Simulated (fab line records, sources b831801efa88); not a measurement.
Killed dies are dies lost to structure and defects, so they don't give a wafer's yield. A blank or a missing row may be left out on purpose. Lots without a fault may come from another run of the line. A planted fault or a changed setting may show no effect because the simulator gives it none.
fab line records | flow gf180mcu
record lots=5 wafers=23
route steps=602 shown V4@476 MIM@505 V5@544 PASSIVATION@593
start_h: hours from the record's first day to the start of the lot's first wafer shown | wait_h: hours since the lot's step before | " the same as in the row above | L1.1+2: a row that stands for several wafers | - no value, or no start given | * or withheld: withheld | < > ~ a bound
route shown NAME@n: a module of which the file shows steps, and the number in the route of the first | usual: mean/standard deviation of fault-free wafers | same: alike in all rows | chamber/n: place in a boat | sites: the reading at each site | _std_site: their standard deviation | _edge_site: outer sites' mean less inner sites' | radius_mm: how far each site lies from the wafer's centre | mask NAME#n: copy n | behind: the tool/chamber that last shaped the wafer | hold: why the lot was held/for how many hours/how that ended | device: the transistor (n, p or np) that didn't switch | end of line: the same wafers' tests at the end of the route | a step without rows: its recipe alone | killed: dies lost to structure and defects at the first sort, not the wafer's yield | map: a wafer's dies, x killed, . not, _ none there
set.NAME: the setting as run; set.NAME@STEP: as run at that earlier step | model.NAME: the simulator's own value behind a step, which no gauge read
lots whose settings were changed on purpose; a table a step, a row a wafer
## steps
# step GF_V4_CVD_00
# recipe material=SiO2 target_thk_nm=600 sigma_open_frac=0.3 temp_c=400 time_s=100 sih4_flow_sccm=60 pressure_mtorr=6
# columns lot.wafer tool chamber start_h wait_h set.sih4_flow_sccm model.SiO2_of_V4_CVD_00.thk_nm
L074.1 hdpcvd-02 2 544.08 0.0 56.53 573.7
L074.3 " 1 " " 60 597.2
L074.4 " 2 " " 60 593.4
L074.5 " 1 " " 56.53 567.8
L074.6 " 0 " " 56.53 576.9
L076.1 hdpcvd-02 2 556.02 0.0 60 600.5
L076.4 " 1 " " 60 603.4
L076.5 " 0 " " 60 607.7
L080.1 hdpcvd-02 2 596.96 0.0 60 600
L080.2 " 0 " " 65.13 662.2
L080.4 " 1 " " 60 608.7
L080.5 " 0 " " 65.13 663.3
L080.6 " 2 " " 65.13 644.6
L083.1 hdpcvd-01 0 620.76 0.0 60 611.1
L083.2 " 1 " " 63.93 640.3
L083.3 " 2 " " 63.93 634.7
L083.4 " 2 " " 63.93 634.8
L083.6 " 1 " " 60 595.3
L085.1 hdpcvd-01 0 632.80 0.0 60 610.3
L085.2 " 1 " " 57.14 568.1
L085.4 " 0 " " 57.14 575.7
L085.5 " 1 " " 60 599.9
L085.6 " 2 " " 57.14 562.8
# step GF_V4_THK_MEAS_01
# recipe reads=SiO2_of_V4_CVD_00
# usual V4_CVD_00_THK=602/7.3
# columns lot.wafer tool chamber start_h wait_h set.sih4_flow_sccm@V4_CVD_00 V4_CVD_00_THK[nm]
L074.1 film_metro-01 - 544.16 0.0 56.53 574
L074.3 " - " " 60 597
L074.4 " - " " 60 593
L074.5 " - " " 56.53 568
L074.6 " - " " 56.53 577
L076.1 film_metro-01 - 556.09 0.0 60 601
L076.4 " - " " 60 604
L076.5 " - " " 60 607
L080.1 film_metro-01 - 597.03 0.0 60 600
L080.2 " - " " 65.13 662
L080.4 " - " " 60 609
L080.5 " - " " 65.13 663
L080.6 " - " " 65.13 645
L083.1 film_metro-03 - 620.83 0.0 60 611
L083.2 " - " " 63.93 641
L083.3 " - " " 63.93 634
L083.4 " - " " 63.93 635
L083.6 " - " " 60 596
L085.1 film_metro-01 - 632.87 0.0 60 610
L085.2 " - " " 57.14 569
L085.4 " - " " 57.14 576
L085.5 " - " " 60 600
L085.6 " - " " 57.14 562
# step GF_MIM_SPUTTER_02
# recipe material=AlCu target_thk_nm=450 power_w=10600 time_s=23.9 chamber_pressure_pa=0.4
# columns lot.wafer tool chamber start_h wait_h set.time_s model.AlCu_of_MIM_SPUTTER_02.thk_nm
L074.1 pvd_sputter-03 - 567.96 0.0 23.9 446.8
L074.3 " - " " 23.9 452.5
L074.4 " - " " 23.9 445.5
L074.5 " - " " 23.9 450.6
L074.6 " - " " 23.9 455.5
L076.1 pvd_sputter-03 - 582.68 0.0 23.9 451.6
L076.4 " - " " 23.9 450.6
L076.5 " - " " 23.9 447.1
L080.1 pvd_sputter-03 - 619.52 0.0 27.25 508.3
L080.2 " - " " 23.9 447.8
L080.4 " - " " 27.25 516.2
L080.5 " - " " 23.9 452.4
L080.6 " - " " 27.25 509.6
L083.1 pvd_sputter-02 - 642.55 0.0 22.64 435
L083.2 " - " " 22.64 425.5
L083.3 " - " " 22.64 417.2
L083.4 " - " " 23.9 449.4
L083.6 " - " " 23.9 449.8
L085.1 pvd_sputter-02 - 655.21 0.0 21.66 406.6
L085.2 " - " " 23.9 446.8
L085.4 " - " " 21.66 401.4
L085.5 " - " " 21.66 408.2
L085.6 " - " " 23.9 451
# step GF_MIM_COAT_14
# recipe resist=NOVOLAK spin_rpm=3000 resist_thk_nm=1000
# columns lot.wafer tool chamber start_h wait_h set.resist_thk_nm model.NOVOLAK_of_MIM_COAT_14.thk_nm
L074.1 litho_track-01 0 578.57 0.1 1000 998.4
L074.3 " 0 " " 970.6 968
L074.4+6 " 0 " " 970.6 968.8
L074.5 " 0 " " 1000 999.4
L076.1 litho_track-01 0 592.27 0.1 1000 1001
L076.4 " 0 " " 1000 999.4
L076.5 " 0 " " 1000 1002
L080.1 litho_track-03 0 629.67 0.1 1000 -
L080.2+5 " 0 " " 1000 1002
L080.4+6 " 0 " " 972.2 -
L083.1+2+3 litho_track-02 0 652.07 0.1 1000 -
L083.4 " 0 " " 1000 1001
L083.6 " 0 " " 1000 1002
L085.1+4 litho_track-02 0 665.07 0.1 1000 -
L085.2 " 0 " " 1000 1002
L085.5 " 0 " " 1025 -
L085.6 " 0 " " 1025 1029
# step GF_MIM_SOFTBAKE_15
# recipe temp_c=90 time_s=60 resist=NOVOLAK
# step GF_MIM_EXPOSE_16
# recipe mask_id=FuseTop target_cd_nm=2000 na=0.6 source_shape=conventional sigma_outer=0.6 dose_mj=140
# step GF_MIM_PEB_17
# recipe temp_c=withheld time_s=* resist=NOVOLAK
# step GF_MIM_DEVELOP_18
# recipe develop_time_s=60 dev_temp_c=22.53
# step GF_MIM_METAL_ETCH_19
# recipe chemistry=Cl2/BCl3 mask_material=NOVOLAK stop_on=Si3N4 target_depth_nm=324.5 pressure_mtorr=8 icp_w=800 bias_w=140 Cl2_flow_sccm=80 bcl3_flow_sccm=40 time_s=54.1
# columns lot.wafer tool chamber start_h wait_h set.resist_thk_nm@MIM_COAT_14 model.NOVOLAK_of_MIM_COAT_14.thk_nm
L074.1 rie_metal-02 1 588.27 0.1 1000 867.1
L074.3 " 0 " " 970.6 836.2
L074.4 " 1 " " 970.6 836.4
L074.5 " 1 " " 1000 867.3
L074.6 " 0 " " 970.6 836.3
L076.1 rie_metal-02 1 603.37 0.1 1000 869.5
L076.4 " 1 " " 1000 870.4
L076.5 " 0 " " 1000 871.8
L080.1 rie_metal-02 1 640.32 0.1 1000 -
L080.2 " 0 " " 1000 872.6
L080.4+6 " 0,1 " " 972.2 -
L080.5 " 0 " " 1000 871.1
L083.1+2+3 rie_metal-02 0 661.62 0.1 1000 -
L083.4 " 0 " " 1000 870.9
L083.6 " 0 " " 1000 871.8
L085.1+4 rie_metal-04 1 674.22 0.1 1000 -
L085.2 " 1 " " 1000 871.9
L085.5 " 1 " " 1025 -
L085.6 " 1 " " 1025 898.8
# step GF_MIM_STRIP_20
# recipe chemistry=O2/N2 power_w=1400 pressure_mtorr=1500 platen_temp_c=250 o2_flow_sccm=3000 n2_flow_sccm=300 overash_fraction=0.5
# usual strip_time_to_endpoint_s=11.23/0.04
# columns lot.wafer tool chamber start_h wait_h set.resist_thk_nm@MIM_COAT_14 strip_time_to_endpoint_s
L074.1 plasma_asher-02 0 588.34 0.0 1000 11.19
L074.3 " 0 " " 970.6 10.81
L074.4 " 1 " " 970.6 10.83
L074.5 " 0 " " 1000 11.19
L074.6 " 1 " " 970.6 10.82
L076.1 plasma_asher-01 1 603.44 0.0 1000 11.20
L076.4 " 0 " " 1000 11.21
L076.5 " 1 " " 1000 11.23
L080.1 plasma_asher-03 0 640.39 0.0 1000 11.22
L080.2 " 1 " " 1000 11.25
L080.4 " 0 " " 972.2 10.88
L080.5 " 0 " " 1000 11.25
L080.6 " 1 " " 972.2 10.87
L083.1 plasma_asher-03 0 661.76 0.1 1000 11.26
L083.2 " 1 " " 1000 11.24
L083.3 " 1 " " 1000 11.23
L083.4 " 0 " " 1000 11.24
L083.6 " 0 " " 1000 11.25
L085.1 plasma_asher-02 0 674.36 0.1 1000 11.25
L085.2 " 1 " " 1000 11.24
L085.4 " 0 " " 1000 11.24
L085.5 " 0 " " 1025 11.52
L085.6 " 1 " " 1025 11.57
# step GF_V5_CMP_04
# recipe material=SiO2 down_force_psi=4 platen_rpm=60 pad_velocity_m_s=0.94248
# columns lot.wafer tool chamber start_h wait_h set.leave_above_ref_nm model.SiO2_of_V5_CVD_02.thk_nm
L074.1 cmp-02 0 610.97 0.1 855 855.5
L074.4 " 1 " " 855 855.6
L074.3 " 2 " " 871.6 872.6
L074.5 " 0 " " 871.6 872.3
L074.6 " 1 " " 855 855.1
L076.1 cmp-02 0 624.94 0.1 855 854.8
L076.4 " 3 " " 855 854.3
L076.5 " 0 " " 855 854.7
L080.1+2 cmp-01 1,2 661.57 0.1 855 854.1
L080.4 " 3 " " 831.1 832.5
L080.5 " 1 " " 831.1 830.7
L080.6 " 2 " " 831.1 831
L083.4 cmp-02 1 682.65 0.2 855 854.1
L083.1 " 2 " " 855 853.6
L083.2 " 3 " " 855 854.8
L083.3 " 0 " " 855 854.6
L083.6 " 1 " " 855 854.4
L085.1 cmp-02 3 694.84 0.1 855 856.6
L085.2 " 0 " " 824.8 826.3
L085.4 " 1 " " 824.8 825.6
L085.5 " 3 " " 855 857.2
L085.6 " 0 " " 855 855.1
# step GF_V5_CVD_23
# recipe material=W target_thk_nm=350 time_s=104.9 temp_c=400 pressure_torr=40
# columns lot.wafer tool chamber start_h wait_h set.pressure_torr
L074.1+3+4+5+6 cvd_w-01 0,1,0,0,1 633.16 0.0 38.04
L076.1+4+5 cvd_w-01 0,1,0 645.85 0.0 40
L080.1+2+4+5+6 cvd_w-02 1,0,1,0,1 682.06 0.0 44.62
L083.1+2+3+4+6 cvd_w-02 1,0,1,0,1 702.64 0.0 36.28
L085.1+2+4+5+6 cvd_w-01 0,1,1,1,0 714.13 0.0 44.49
# step GF_V5_RS_MEAS_24
# recipe thk_meas_gauge=four-point-probe reads=W_of_V5_CVD_23+TiN_of_V5_SPUTTER_22+Ti_of_V5_SPUTTER_21
# usual V5_W_RS=0.326/0.0052
# columns lot.wafer tool chamber start_h wait_h set.pressure_torr@V5_CVD_23 V5_W_RS[ohm/sq]
L074.1 film_metro-02 - 633.27 0.1 38.04 0.338
L074.3 " - " " 38.04 0.339
L074.4 " - " " 38.04 0.336
L074.5 " - " " 38.04 0.336
L074.6 " - " " 38.04 0.336
L076.1 film_metro-02 - 645.96 0.1 40 0.333
L076.4 " - " " 40 0.334
L076.5 " - " " 40 0.334
L080.1 film_metro-02 - 682.17 0.1 44.62 0.312
L080.2 " - " " 44.62 0.300
L080.4 " - " " 44.62 0.306
L080.5 " - " " 44.62 0.301
L080.6 " - " " 44.62 0.309
L083.1 film_metro-01 - 702.75 0.1 36.28 0.344
L083.2 " - " " 36.28 0.337
L083.3 " - " " 36.28 0.343
L083.4 " - " " 36.28 0.338
L083.6 " - " " 36.28 0.343
L085.1 film_metro-01 - 714.24 0.1 44.49 0.315
L085.2 " - " " 44.49 0.316
L085.4 " - " " 44.49 0.312
L085.5 " - " " 44.49 0.315
L085.6 " - " " 44.49 0.314
# step GF_PASSIVATION_COAT_06
# recipe spin_rpm=2000 resist_thk_nm=4000
# columns lot.wafer tool chamber start_h wait_h set.spin_rpm model.coat_of_PASSIVATION_COAT_06.thk_nm
L074.1 litho_track-03 0 664.32 0.1 2000 4002
L074.3 " 0 " " 2085 3923
L074.4 " 0 " " 2000 3999
L074.5 " 0 " " 2085 3915
L074.6 " 0 " " 2085 3916
L076.1 litho_track-02 0 676.32 0.1 2000 4022
L076.4 " 0 " " 2000 4015
L076.5 " 0 " " 2000 4016
L080.1 litho_track-03 0 711.12 0.1 2000 4018
L080.2 " 0 " " 1874 4145
L080.4 " 0 " " 2000 4002
L080.5 " 0 " " 2000 4009
L080.6 " 0 " " 1874 4150
L083.1 litho_track-01 0 731.37 0.1 2000 3992
L083.2 " 0 " " 2057 3955
L083.3 " 0 " " 2000 4008
L083.4 " 0 " " 2057 3948
L083.6 " 0 " " 2057 3944
L085.1 litho_track-03 0 742.37 0.1 2000 3987
L085.2 " 0 " " 2000 3992
L085.4 " 0 " " 2062 3932
L085.5 " 0 " " 2062 3947
L085.6 " 0 " " 2000 3982
# step GF_PASSIVATION_SOFTBAKE_07
# recipe temp_c=110 time_s=withheld
# step GF_PASSIVATION_EXPOSE_08
# recipe mask_id=Pad target_cd_nm=40000 na=0.57 dose_mj=310
# step GF_PASSIVATION_DEVELOP_10
# recipe develop_time_s=60 dev_temp_c=23
# step GF_PASSIVATION_ETCH_11
# recipe chemistry=CF4/O2 target_depth_nm=1800 stop_on=TiN source_w=800 bias_w=148.4 pressure_mtorr=150 cf4_flow_sccm=80 O2_flow_sccm=10 time_s=400
# step GF_PASSIVATION_STRIP_12
# recipe chemistry=O2/N2 power_w=1400 pressure_mtorr=1500 platen_temp_c=250 o2_flow_sccm=3000 n2_flow_sccm=300 overash_fraction=0.5
# usual strip_time_to_endpoint_s=34.93/0.23
# columns lot.wafer tool chamber start_h wait_h set.spin_rpm@PASSIVATION_COAT_06 strip_time_to_endpoint_s
L074.1 plasma_asher-01 1 674.16 0.1 2000 35.27
L074.3 " 1 " " 2085 33.96
L074.4 " 0 " " 2000 35.34
L074.5 " 0 " " 2085 34.51
L074.6 " 1 " " 2085 34.25
L076.1 plasma_asher-03 0 686.60 0.1 2000 34.90
L076.4 " 0 " " 2000 34.95
L076.5 " 0 " " 2000 35.00
L080.1 plasma_asher-02 1 720.15 0.1 2000 34.97
L080.2 " 0 " " 1874 36.57
L080.4 " 0 " " 2000 34.81
L080.5 " 1 " " 2000 34.94
L080.6 " 0 " " 1874 36.38
L083.1 plasma_asher-01 1 740.31 0.1 2000 34.50
L083.2 " 0 " " 2057 34.31
L083.3 " 0 " " 2000 34.93
L083.4 " 1 " " 2057 34.09
L083.6 " 0 " " 2057 34.30
L085.1 plasma_asher-03 0 751.41 0.1 2000 34.47
L085.2 " 1 " " 2000 34.82
L085.4 " 1 " " 2062 34.12
L085.5 " 1 " " 2062 34.21
L085.6 " 0 " " 2000 34.70
## key
split step=GF_V4_CVD_00 setting=sih4_flow_sccm stated=60 by=wafer
response step=GF_V4_CVD_00 reading=model.SiO2_of_V4_CVD_00.thk_nm change=+5.63 per=1% r=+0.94
response step=GF_V4_THK_MEAS_01 reading=V4_CVD_00_THK change=+5.61 per=1% r=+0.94
split step=GF_MIM_SPUTTER_02 setting=time_s stated=23.9 by=wafer
response step=GF_MIM_SPUTTER_02 reading=model.AlCu_of_MIM_SPUTTER_02.thk_nm change=+4.46 per=1% r=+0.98
split step=GF_MIM_COAT_14 setting=resist_thk_nm stated=1000 by=wafer
response step=GF_MIM_COAT_14 reading=model.NOVOLAK_of_MIM_COAT_14.thk_nm change=+10.4 per=1% r=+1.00
response step=GF_MIM_METAL_ETCH_19 reading=model.NOVOLAK_of_MIM_COAT_14.thk_nm change=+10.6 per=1% r=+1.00
response step=GF_MIM_STRIP_20 reading=strip_time_to_endpoint_s change=* per=1% r=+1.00
split step=GF_V5_CMP_04 setting=leave_above_ref_nm stated=855 by=wafer
response step=GF_V5_CMP_04 reading=model.SiO2_of_V5_CVD_02.thk_nm change=+8.47 per=1% r=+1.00
split step=GF_V5_CVD_23 setting=pressure_torr stated=40 by=lot
response step=GF_V5_RS_MEAS_24 reading=V5_W_RS change=-0.00158 per=1% r=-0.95
split step=GF_PASSIVATION_COAT_06 setting=spin_rpm stated=2000 by=wafer
response step=GF_PASSIVATION_COAT_06 reading=model.coat_of_PASSIVATION_COAT_06.thk_nm change=-20 per=1% r=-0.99
response step=GF_PASSIVATION_STRIP_12 reading=strip_time_to_endpoint_s change=* per=1% r=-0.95
